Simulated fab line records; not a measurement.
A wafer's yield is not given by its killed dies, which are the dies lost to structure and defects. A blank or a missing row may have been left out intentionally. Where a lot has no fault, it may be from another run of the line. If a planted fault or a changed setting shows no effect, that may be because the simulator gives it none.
The same fault as seen by 2 desks || flow sky130 || numbers are kept per desk, each desk with only its own; the story behind them comes last

== DESK OF THE TOOL OWNER: implanter-02 ==
The tool's own readings at SKY_PWDE_IMPLANT_08, given as means over the sampled wafers that have a number, one for each lot that went through this tool. Any lot whose mean is over 4 standard deviations away from the usual mean is out of limits and marked OUT; that distance is given in the brackets.
Columns: A = beam-energy-keV at SKY_PWDE_IMPLANT_08, usual 149.99; B = end-station-pressure-torr at SKY_PWDE_IMPLANT_08, usual 4.99e-06 Torr
{"lot": "L688", "first seen here": "day 4 08:41", "A": 150.00, "B": 4.93e-06}
{"lot": "L694", "first seen here": "day 5 16:43", "A": 149.97, "B": 5.01e-06}
{"lot": "L697", "first seen here": "day 6 16:02", "A": 149.98, "B": 5.11e-06}
{"lot": "L699", "first seen here": "day 6 22:58", "A": 150.01, "B": 4.73e-06}
{"lot": "L705", "first seen here": "day 8 09:32", "A": "152.26 (+53) OUT", "B": 5.12e-06}
{"lot": "L706", "first seen here": "day 8 13:23", "A": "152.22 (+52) OUT", "B": 5.35e-06}
This desk's finding: out of limits on L705, L706; first on L705, day 8 09:32 (beam-energy-keV at SKY_PWDE_IMPLANT_08). In limits: L688, L694, L697, L699.

== AT THE METROLOGY DESK ==
What the gauges read for every lot (on any tool): the sampled wafers with a number, averaged. Any lot whose mean is over 4 standard deviations away from the usual mean is out of limits and marked OUT; that distance is given in the brackets.
Columns: A = FIELD_ISO_OXIDATION_01_THK at SKY_FIELD_ISO_THK_MEAS_23, usual 10.03 nm; B = PWDE_OVL at SKY_PWDE_OVL_MEAS_07, usual 0.7 nm
{"lot": "L686", "first seen here": "day 2 09:47", "A": 10.18, "B": -1.5}
{"lot": "L688", "first seen here": "day 2 18:49", "A": 9.71, "B": 1.6}
{"lot": "L692", "first seen here": "day 3 14:26", "A": 10.31, "B": 3.3}
{"lot": "L694", "first seen here": "day 4 00:50", "A": 10.01, "B": 1.0}
{"lot": "L696", "first seen here": "day 4 15:44", "A": 9.94, "B": 2.5}
{"lot": "L697", "first seen here": "day 4 22:12", "A": 9.86, "B": 0.8}
{"lot": "L699", "first seen here": "day 5 02:50", "A": 10.07, "B": 0.6}
{"lot": "L704", "first seen here": "day 6 08:17", "A": 9.96, "B": -2.5}
{"lot": "L705", "first seen here": "day 6 14:06", "A": 9.80, "B": 2.1}
{"lot": "L706", "first seen here": "day 6 17:01", "A": 10.13, "B": 0.7}
{"lot": "L707", "first seen here": "day 6 19:19", "A": 9.89, "B": 1.9}
{"lot": "L708", "first seen here": "day 7 00:59", "A": 9.95, "B": 3.6}
{"lot": "L709", "first seen here": "day 7 06:28", "A": 10.14, "B": 0.1}
This desk found nothing out of limits on any of the 13 lots.

== BROUGHT TOGETHER ==
An alarm could have come from the tool owner's desk at day 8 09:32, on L705, L706.
Metrology desk: nothing out of limits seen.
The metrology desk has L705, L706 on record, within its limits.
The lots listed all ran SKY_PWDE_IMPLANT_08 on implanter-02.

== WHAT THE SIMULATOR PUT IN ==
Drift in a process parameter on implanter-02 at SKY_PWDE_IMPLANT_08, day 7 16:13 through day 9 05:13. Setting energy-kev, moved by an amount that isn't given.
Struck lots among those shown: L705, L706.
Time in hours from fault onset to the first out-of-limits reading at each desk: the tool owner's desk, 17.
